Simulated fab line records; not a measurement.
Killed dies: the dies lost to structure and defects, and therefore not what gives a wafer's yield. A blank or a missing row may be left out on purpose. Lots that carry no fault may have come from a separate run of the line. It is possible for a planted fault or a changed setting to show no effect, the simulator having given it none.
fab line records + flow gf180mcu + part 2 of 2: steps 31 to 42 of 42
[record]
- lots = 5
- wafers = 15
- last-day = 33
route steps=602 shown VT_IMPLANT@93
lots untouched by any fault: they come from a run of this same line in which no faults occurred
start-h: the number of hours between the record's first day and the start of the first shown wafer of the lot + wait-h: how many hours have passed since the lot's step before this one + " repeats the value in the row above + L1.1+2: a single row standing in for several wafers + - no value, or no start given + * or withheld: withheld + < > ~ a bound
route shown NAME@n: names a module that has steps shown in the file, with the first one's number in the route + usual: the fault-free wafers' mean and standard deviation + same: alike in all rows + chamber/n: place in a boat + sites: each site's reading + _std_site: how widely they spread, as a standard deviation + _edge_site: inner sites' mean taken away from outer sites' mean + radius-mm: for every site, how far away it sits from the centre of the wafer + mask NAME#n: copy n + behind: the tool/chamber that last shaped the wafer + hold: why the lot was held/for how many hours/how that ended + device: names the non-switching transistor (n, p or np) + end of line: tests of these same wafers at the route's end + for a step that has no rows: nothing shown but its recipe + killed: not the wafer's yield, but the dies lost to structure and defects at the first sort + map: a wafer's dies, marking killed ones x, the rest . and places with no die _
set.NAME: the setting as run; set.NAME@STEP: as run at that earlier step + model.NAME: the simulator's own value behind a step, which no gauge read
lots seen at some steps along the route; tables by step, rows by wafer
services: the hour from which a tool's chamber was out of use, counted from the record's first day as start-h (under 0 if before that day), plus the number of hours and why
[[steps]]
[step GF_VT_IMPLANT_DEHYDRATE_33]
[recipe]
- temp-c = 200
- time-s = 60
| lot.wafer  | tool           | chamber | start-h | wait-h |
|------------|----------------|---------|---------|--------|
| L083.1+3+6 | litho-track-03 | 0       | 208.36  | 8.4    |
| L087.2+3+4 | litho-track-04 | 0       | 235.02  | 8.7    |
| L088.3+4+5 | litho-track-03 | 0       | 245.71  | 8.7    |
| L091.1+3+4 | litho-track-04 | 0       | 268.04  | 9.0    |
| L092.1+5+6 | litho-track-02 | 0       | 276.73  | 8.8    |
[step GF_VT_IMPLANT_HMDS_34]
[recipe]
- prime-time-s = 60
- prime-temp-c = 120
| lot.wafer  | tool           | chamber | start-h | wait-h |
|------------|----------------|---------|---------|--------|
| L083.1+3+6 | litho-track-03 | 0       | 208.51  | 0.1    |
| L087.2+3+4 | litho-track-04 | 0       | 235.17  | 0.1    |
| L088.3+4+5 | litho-track-03 | 0       | 245.86  | 0.1    |
| L091.1+3+4 | litho-track-04 | 0       | 268.19  | 0.1    |
| L092.1+5+6 | litho-track-02 | 0       | 276.88  | 0.1    |
[step GF_VT_IMPLANT_COAT_35]
[recipe]
- resist = NOVOLAK
- spin-rpm = 3000
- resist-thk-nm = 1000
| lot.wafer  | tool           | chamber | start-h | wait-h |
|------------|----------------|---------|---------|--------|
| L083.1+3+6 | litho-track-03 | 0       | 208.66  | 0.1    |
| L087.2+3+4 | litho-track-04 | 0       | 235.32  | 0.1    |
| L088.3+4+5 | litho-track-03 | 0       | 246.01  | 0.1    |
| L091.1+3+4 | litho-track-04 | 0       | 268.34  | 0.1    |
| L092.1+5+6 | litho-track-02 | 0       | 277.03  | 0.1    |
[step GF_VT_IMPLANT_SOFTBAKE_36]
[recipe]
- temp-c = 90
- time-s = 60
- resist = NOVOLAK
| lot.wafer  | tool           | chamber | start-h | wait-h |
|------------|----------------|---------|---------|--------|
| L083.1+3+6 | litho-track-03 | 0       | 208.81  | 0.1    |
| L087.2+3+4 | litho-track-04 | 0       | 235.47  | 0.1    |
| L088.3+4+5 | litho-track-03 | 0       | 246.16  | 0.1    |
| L091.1+3+4 | litho-track-04 | 0       | 268.49  | 0.1    |
| L092.1+5+6 | litho-track-02 | 0       | 277.18  | 0.1    |
[step GF_VT_IMPLANT_EXPOSE_37]
[recipe]
- mask-id = Nwell_HV_AREA
- target-cd-nm = 860
- na = 0.6
- source-shape = conventional
- sigma-outer = 0.6
- dose-mj = 140
[usual]
- exposure-dose-mJ-cm2 = 139.98/0.12
| lot.wafer | tool             | chamber | start-h | wait-h | mask            | exposure-dose-mJ-cm2 |
|-----------|------------------|---------|---------|--------|-----------------|----------------------|
| L083.1    | iline-stepper-01 | 0       | -       | -      | Nwell_HV_AREA#0 | 140.21               |
| L083.3    | "                | 0       | "       | "      | Nwell_HV_AREA#0 | 139.88               |
| L083.6    | "                | 0       | "       | "      | Nwell_HV_AREA#0 | 140.21               |
| L087.2    | iline-stepper-02 | 0       | -       | -      | Nwell_HV_AREA#0 | 140.13               |
| L087.3    | "                | 0       | "       | "      | Nwell_HV_AREA#0 | 140.08               |
| L087.4    | "                | 0       | "       | "      | Nwell_HV_AREA#0 | 139.94               |
| L088.3    | iline-stepper-02 | 0       | -       | -      | Nwell_HV_AREA#0 | 140.00               |
| L088.4    | "                | 0       | "       | "      | Nwell_HV_AREA#0 | 139.98               |
| L088.5    | "                | 0       | "       | "      | Nwell_HV_AREA#0 | 139.93               |
| L091.1    | iline-stepper-02 | 0       | -       | -      | Nwell_HV_AREA#0 | 140.07               |
| L091.3    | "                | 0       | "       | "      | Nwell_HV_AREA#0 | 140.05               |
| L091.4    | "                | 0       | "       | "      | Nwell_HV_AREA#0 | 139.93               |
| L092.1    | iline-stepper-01 | 0       | -       | -      | Nwell_HV_AREA#0 | 140.02               |
| L092.5    | "                | 0       | "       | "      | Nwell_HV_AREA#0 | 140.08               |
| L092.6    | "                | 0       | "       | "      | Nwell_HV_AREA#0 | 139.82               |
[step GF_VT_IMPLANT_PEB_38]
[recipe]
- temp-c = withheld
- time-s = *
- resist = NOVOLAK
| lot.wafer  | tool           | chamber | start-h | wait-h |
|------------|----------------|---------|---------|--------|
| L083.1+3+6 | litho-track-04 | 0       | -       | -      |
| L087.2+3+4 | litho-track-03 | 0       | -       | -      |
| L088.3+4+5 | litho-track-03 | 0       | -       | -      |
| L091.1+3+4 | litho-track-03 | 0       | -       | -      |
| L092.1+5+6 | litho-track-03 | 0       | -       | -      |
[step GF_VT_IMPLANT_DEVELOP_39]
[recipe]
- develop-time-s = 60
- dev-temp-c = 23
| lot.wafer  | tool           | chamber | start-h | wait-h |
|------------|----------------|---------|---------|--------|
| L083.1+3+6 | litho-track-04 | 0       | 217.40  | 0.1    |
| L087.2+3+4 | litho-track-03 | 0       | 244.59  | 0.1    |
| L088.3+4+5 | litho-track-03 | 0       | 254.61  | 0.1    |
| L091.1+3+4 | litho-track-03 | 0       | 278.06  | 0.1    |
| L092.1+5+6 | litho-track-03 | 0       | 286.61  | 0.1    |
[step GF_VT_IMPLANT_OVL_MEAS_40]
[usual]
- VT_IMPLANT_03_OVL = -0.4/1.6
| lot.wafer | tool       | chamber | start-h | wait-h | VT_IMPLANT_03_OVL[nm] |
|-----------|------------|---------|---------|--------|-----------------------|
| L083.1    | overlay-02 | -       | 217.55  | 0.1    | -1.4                  |
| L083.3    | "          | -       | "       | "      | 0.0                   |
| L083.6    | "          | -       | "       | "      | -1.8                  |
| L087.2    | overlay-02 | -       | 244.72  | 0.1    | -2.0                  |
| L087.3    | "          | -       | "       | "      | -1.5                  |
| L087.4    | "          | -       | "       | "      | -1.0                  |
| L088.3    | overlay-01 | -       | 254.72  | 0.1    | -0.4                  |
| L088.4    | "          | -       | "       | "      | -0.8                  |
| L088.5    | "          | -       | "       | "      | -0.7                  |
| L091.1    | overlay-01 | -       | 278.21  | 0.1    | -2.7                  |
| L091.3    | "          | -       | "       | "      | -0.1                  |
| L091.4    | "          | -       | "       | "      | -1.8                  |
| L092.1    | overlay-02 | -       | 286.76  | 0.1    | -1.3                  |
| L092.5    | "          | -       | "       | "      | -1.0                  |
| L092.6    | "          | -       | "       | "      | 0.0                   |
[step GF_VT_IMPLANT_IMPLANT_41]
[recipe]
- species = As
- energy-kev = 70
- dose-cm2 = 1.013e+12
- tilt-deg = 7
[usual]
- dose-ions-cm2 = 1.013e+12/9.5e+08
| lot.wafer | tool         | chamber | start-h | wait-h | dose-ions-cm2 |
|-----------|--------------|---------|---------|--------|---------------|
| L083.1    | implanter-03 | 0       | 217.58  | 0.0    | 1.0139e+12    |
| L083.3    | "            | 0       | "       | "      | 1.0119e+12    |
| L083.6    | "            | 0       | "       | "      | 1.0136e+12    |
| L087.2    | implanter-03 | 0       | 244.77  | 0.0    | 1.0132e+12    |
| L087.3    | "            | 0       | "       | "      | 1.0132e+12    |
| L087.4    | "            | 0       | "       | "      | 1.0146e+12    |
| L088.3    | implanter-01 | 0       | 254.80  | 0.1    | 1.0134e+12    |
| L088.4    | "            | 0       | "       | "      | 1.0144e+12    |
| L088.5    | "            | 0       | "       | "      | 1.0143e+12    |
| L091.1    | implanter-01 | 0       | 278.25  | 0.0    | 1.014e+12     |
| L091.3    | "            | 0       | "       | "      | 1.0138e+12    |
| L091.4    | "            | 0       | "       | "      | 1.0132e+12    |
| L092.1    | implanter-04 | 0       | 286.80  | 0.0    | 1.0132e+12    |
| L092.5    | "            | 0       | "       | "      | 1.0119e+12    |
| L092.6    | "            | 0       | "       | "      | 1.0122e+12    |
[step GF_VT_IMPLANT_STRIP_42]
[recipe]
- chemistry = O2/N2
- power-w = 1400
- pressure-mtorr = 1500
- platen-temp-c = 250
- o2-flow-sccm = 3000
- n2-flow-sccm = 300
- overash-fraction = 0.5
[usual]
- drypump-motor-current-A = 6.10/0.29
- heater-power-w = 344/32
- oes-product-au = 0.716/0.0047
- strip-time-to-endpoint-s = 12.643/0.03
| lot.wafer | tool            | chamber | start-h | wait-h | drypump-motor-current-A | heater-power-w | oes-product-au | rf-hours-counter-h | strip-time-to-endpoint-s |
|-----------|-----------------|---------|---------|--------|-------------------------|----------------|----------------|--------------------|--------------------------|
| L083.1    | plasma-asher-02 | 1       | 217.73  | 0.1    | 6.33                    | 375            | 0.718          | 11                 | 12.657                   |
| L083.3    | "               | 0       | "       | "      | 6.11                    | 362            | 0.706          | -                  | 12.619                   |
| L083.6    | "               | 1       | "       | "      | 6.35                    | 390            | 0.711          | -                  | 12.572                   |
| L087.2    | plasma-asher-04 | 1       | 244.90  | 0.1    | 6.22                    | 332            | 0.717          | 59                 | 12.633                   |
| L087.3    | "               | 0       | "       | "      | 5.49                    | 311            | 0.716          | -                  | 12.684                   |
| L087.4    | "               | 1       | "       | "      | 6.23                    | 343            | 0.717          | -                  | 12.695                   |
| L088.3    | plasma-asher-02 | 1       | 254.93  | 0.1    | 6.33                    | 383            | 0.720          | -                  | 12.659                   |
| L088.4    | "               | 0       | "       | "      | 6.09                    | 356            | 0.712          | -                  | 12.601                   |
| L088.5    | "               | 0       | "       | "      | 6.09                    | 362            | 0.706          | -                  | 12.651                   |
| L091.1    | plasma-asher-04 | 0       | 278.40  | 0.1    | 5.52                    | 307            | 0.720          | 62                 | 12.660                   |
| L091.3    | "               | 1       | "       | "      | 6.17                    | 336            | 0.721          | -                  | 12.672                   |
| L091.4    | "               | 0       | "       | "      | 5.50                    | 298            | 0.709          | -                  | 12.683                   |
| L092.1    | plasma-asher-03 | 1       | 286.95  | 0.1    | 6.42                    | 277            | 0.722          | 54                 | 12.623                   |
| L092.5    | "               | 0       | "       | "      | 6.13                    | 332            | 0.724          | -                  | 12.670                   |
| L092.6    | "               | 1       | "       | "      | 6.42                    | 283            | 0.714          | -                  | 12.645                   |
[step GF_VT_IMPLANT_TW_MEAS_43]
[usual]
- VT_IMPLANT_4_TW = 696/11
| lot.wafer | tool          | chamber | start-h | wait-h | VT_IMPLANT_4_TW |
|-----------|---------------|---------|---------|--------|-----------------|
| L083.1    | film-metro-01 | -       | 217.83  | 0.1    | 710             |
| L083.3    | "             | -       | "       | "      | 706             |
| L083.6    | "             | -       | "       | "      | 710             |
| L087.2    | film-metro-01 | -       | 245.01  | 0.1    | 708             |
| L087.3    | "             | -       | "       | "      | 701             |
| L087.4    | "             | -       | "       | "      | 703             |
| L088.3    | film-metro-02 | -       | 255.02  | 0.1    | 695             |
| L088.4    | "             | -       | "       | "      | 693             |
| L088.5    | "             | -       | "       | "      | 695             |
| L091.1    | film-metro-02 | -       | 278.50  | 0.1    | 688             |
| L091.3    | "             | -       | "       | "      | 690             |
| L091.4    | "             | -       | "       | "      | 693             |
| L092.1    | film-metro-01 | -       | 287.05  | 0.1    | 707             |
| L092.5    | "             | -       | "       | "      | 710             |
| L092.6    | "             | -       | "       | "      | 708             |
[step GF_VT_IMPLANT_CLEAN_44]
[recipe]
- chemistry = SC1/SC2
- mix = 1:4:20
- temp-c = 70
- time-s = 150
- dry = n2-spin
| lot.wafer  | tool         | chamber | start-h | wait-h |
|------------|--------------|---------|---------|--------|
| L083.1+3+6 | wet-bench-03 | 3       | 217.89  | 0.1    |
| L087.2+3+4 | wet-bench-04 | 0       | 245.06  | 0.0    |
| L088.3+4+5 | wet-bench-01 | 1       | 255.06  | 0.0    |
| L091.1+3+4 | wet-bench-03 | 0       | 278.56  | 0.1    |
| L092.1+5+6 | wet-bench-04 | 1       | 287.11  | 0.1    |
[[services]]
| tool             | chamber | start-h | hours | kind   |
|------------------|---------|---------|-------|--------|
| implanter-04     | -       | 134.91  | 2.5   | repair |
| iline-stepper-02 | -       | 138.72  | 4.4   | pm     |
| implanter-01     | -       | 167.32  | 3.6   | pm     |
| plasma-asher-02  | -       | 174.00  | 0.7   | repair |
| iline-stepper-01 | -       | 175.45  | 1.7   | pm     |
| plasma-asher-02  | -       | 185.70  | 0.8   | repair |
| plasma-asher-04  | -       | 192.92  | 4.8   | repair |
| iline-stepper-02 | -       | 206.46  | 6.0   | repair |
| implanter-04     | -       | 217.80  | 0.7   | repair |
| plasma-asher-03  | -       | 220.98  | 2.8   | pm     |
| iline-stepper-01 | -       | 245.82  | 4.8   | repair |
| plasma-asher-02  | -       | 245.83  | 2.8   | pm     |
| implanter-01     | -       | 259.23  | 4.8   | repair |
| implanter-03     | -       | 268.98  | 2.9   | repair |
| plasma-asher-02  | -       | 275.56  | 11.4  | repair |
| iline-stepper-01 | -       | 286.28  | 0.7   | repair |
